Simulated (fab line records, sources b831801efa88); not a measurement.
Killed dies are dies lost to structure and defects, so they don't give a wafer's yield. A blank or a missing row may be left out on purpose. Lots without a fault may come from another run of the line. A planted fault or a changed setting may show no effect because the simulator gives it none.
Which tool did it? | flow gf180mcu | 13 lots, 39 wafers sampled, at 4 steps of a route of 602

WHAT THE GAUGES READ, wafer by wafer
GF_SAB_THK_MEAS_01. Usual: SAB_CVD_00_THK 50.5 nm, standard deviation 0.82.
lot  | measured     | on            | SAB_CVD_00_THK (nm) | flag
L152 | day 14 05:39 | film_metro-01 | 50.4 51.5 51.6      |
L153 | day 14 21:59 | film_metro-01 | 49.7 50.6 51.4      |
L155 | day 15 05:56 | film_metro-02 | 49.2 49.6 50.0      |
L154 | day 15 07:35 | film_metro-01 | 49.8 51.3 51.2      |
L156 | day 15 13:11 | film_metro-01 | 51.7 51.3 52.5      |
L157 | day 16 03:56 | film_metro-03 | 50.1 50.1 50.9      |
L160 | day 17 03:49 | film_metro-01 | 50.6 49.9 50.1      |
L162 | day 18 02:29 | film_metro-02 | 102.6 101.8 103.6   | OFF
L167 | day 19 10:56 | film_metro-03 | 51.1 52.0 51.6      |
L169 | day 20 12:19 | film_metro-01 | 51.3 50.6 51.1      |
L172 | day 21 04:08 | film_metro-03 | 98.0 100.4 100.3    | OFF
L173 | day 22 07:22 | film_metro-02 | 49.4 50.0 49.9      |
L174 | day 22 11:09 | film_metro-01 | 49.9 50.1 50.8      |

GF_SAB_OVL_MEAS_10. Usual: SAB_OVL 0.6 nm, standard deviation 1.5.
lot  | measured     | on         | SAB_OVL (nm)   | flag
L152 | day 15 02:42 | overlay-02 | 0.2 1.2 -0.1   |
L153 | day 15 19:29 | overlay-02 | -0.4 1.4 -1.6  |
L155 | day 16 03:47 | overlay-01 | 1.9 0.1 -0.6   |
L154 | day 16 05:51 | overlay-02 | -1.3 -0.2 0.3  |
L156 | day 16 11:20 | overlay-01 | 1.0 -0.6 1.5   |
L157 | day 17 02:23 | overlay-02 | 2.1 1.9 0.2    |
L160 | day 18 03:03 | overlay-02 | 0.7 -0.1 -0.3  |
L162 | day 19 01:35 | overlay-01 | -1.6 -0.2 0.4  |
L167 | day 20 11:14 | overlay-01 | 1.4 1.9 2.6    |
L169 | day 21 12:31 | overlay-01 | 2.8 2.6 2.9    |
L172 | day 22 03:11 | overlay-01 | 0.4 -0.7 1.7   |
L173 | day 23 06:22 | overlay-01 | -0.5 -0.2 -1.1 |
L174 | day 23 09:37 | overlay-02 | 1.1 2.2 1.9    |

WHICH TOOL RAN EACH LOT (tool, then ch and the chambers of the sampled wafers, then the start)
lot  | GF_HV_LDD_STRIP_49                   | GF_SAB_CVD_00
L152 | plasma_asher-02 ch 0,1, day 12 09:10 | pecvd-03 ch 0,1, day 14 05:37
L153 | plasma_asher-03 ch 0,1, day 12 22:34 | pecvd-03 ch 0,1,2, day 14 21:58
L155 | plasma_asher-03 ch 0,1, day 13 07:34 | pecvd-04 ch 1,2, day 15 05:55
L154 | plasma_asher-03 ch 0,1, day 13 07:52 | pecvd-03 ch 0,1,2, day 15 07:34
L156 | plasma_asher-03 ch 0,1, day 13 15:35 | pecvd-03 ch 0,2, day 15 13:10
L157 | plasma_asher-03 ch 0, day 14 04:05   | pecvd-04 ch 1,2, day 16 03:55
L160 | plasma_asher-02 ch 0,1, day 15 02:37 | pecvd-04 ch 1,2, day 17 03:46
L162 | plasma_asher-04 ch 0,1, day 15 23:43 | pecvd-03 ch 0,1,2, day 18 02:12
L167 | plasma_asher-03 ch 0,1, day 17 07:37 | pecvd-03 ch 0,1, day 19 10:55
L169 | plasma_asher-03 ch 0,1, day 18 06:49 | pecvd-03 ch 0,1,2, day 20 12:16
L172 | plasma_asher-02 ch 0,1, day 18 22:19 | pecvd-01 ch 0,1,2, day 21 03:46
L173 | plasma_asher-04 ch 0,1, day 20 04:07 | pecvd-04 ch 1,2, day 22 07:21
L174 | plasma_asher-03 ch 0,1, day 20 06:52 | pecvd-04 ch 0,1,2, day 22 11:08
- GF_HV_LDD_STRIP_49: strips in O2/N2.
- GF_SAB_CVD_00: deposits SiO2 from TEOS, target thk 50 nm, time 4.9302 s.

WHAT THE TOOLS THEMSELVES READ (means of the sampled wafers that have a number; where no wafer has one, the mark that the record gives instead)
GF_HV_LDD_STRIP_49. Usual: drypump_motor_current_A 6.1 A, standard deviation 0.38; heater_power_w 334 W, standard deviation 33; oes_product_au 0.716 a.u., standard deviation 0.0045; strip_time_to_endpoint_s 12.62 s, standard deviation 0.036.
lot  | tool            | drypump_motor_current_A (A) | heater_power_w (W) | oes_product_au (a.u.) | strip_time_to_endpoint_s (s) | flag
L152 | plasma_asher-02 | 6.0                         | 335                | 0.713                 | 12.60                        |
L153 | plasma_asher-03 | 6.2                         | 365                | 0.716                 | 12.60                        |
L155 | plasma_asher-03 | 6.2                         | 341                | 0.718                 | 12.70                        |
L154 | plasma_asher-03 | 6.2                         | 363                | 0.717                 | 12.63                        |
L156 | plasma_asher-03 | 6.3                         | 349                | 0.716                 | 12.64                        |
L157 | plasma_asher-03 | 6.3                         | 326                | 0.714                 | 12.60                        |
L160 | plasma_asher-02 | 5.9                         | 333                | 0.716                 | 12.61                        |
L162 | plasma_asher-04 | 5.7                         | 295                | 0.714                 | 12.64                        |
L167 | plasma_asher-03 | 6.2                         | 361                | 0.718                 | 12.64                        |
L169 | plasma_asher-03 | 6.2                         | 362                | 0.709                 | 12.62                        |
L172 | plasma_asher-02 | 6.0                         | 329                | 0.718                 | 12.57                        |
L173 | plasma_asher-04 | 5.6                         | 292                | 0.715                 | 12.60                        |
L174 | plasma_asher-03 | 6.2                         | 361                | 0.717                 | 12.56                        |

GF_SAB_CVD_00. Usual: heater_power_w 678 W, standard deviation 110.
lot  | tool     | heater_power_w (W) | flag
L152 | pecvd-03 | 724                |
L153 | pecvd-03 | 691                |
L155 | pecvd-04 | 693                |
L154 | pecvd-03 | 636                |
L156 | pecvd-03 | 622                |
L157 | pecvd-04 | 733                |
L160 | pecvd-04 | 639                |
L162 | pecvd-03 | 628                |
L167 | pecvd-03 | 678                |
L169 | pecvd-03 | 604                |
L172 | pecvd-01 | 676                |
L173 | pecvd-04 | 764                |
L174 | pecvd-04 | 739                |

THE ANSWER, worked out from the rows above alone
Rule: a lot is off if the mean of its wafers that have a number lies more than 3 standard deviations from the usual mean. A lot without any number at a reading at which 4 lots or more have one is off too. The other lots that the step has rows for count as sound. The gauges are gone through in route order, then the tools' own readings, and for those a lot's mean is taken as printed above. The first step at which some lot is off is used, and at that step the reading that is off furthest; a lot without a number counts as furthest.
Off: L162, L172, at GF_SAB_THK_MEAS_01 (SAB_CVD_00_THK).
A tool fits if, at a process step before that reading, it ran every lot that is off, and no sound lot after the first of them. The gauges at GF_SAB_THK_MEAS_01 are tried like those tools. None of those tried fits.

WHAT THE SIMULATOR HAD PUT IN
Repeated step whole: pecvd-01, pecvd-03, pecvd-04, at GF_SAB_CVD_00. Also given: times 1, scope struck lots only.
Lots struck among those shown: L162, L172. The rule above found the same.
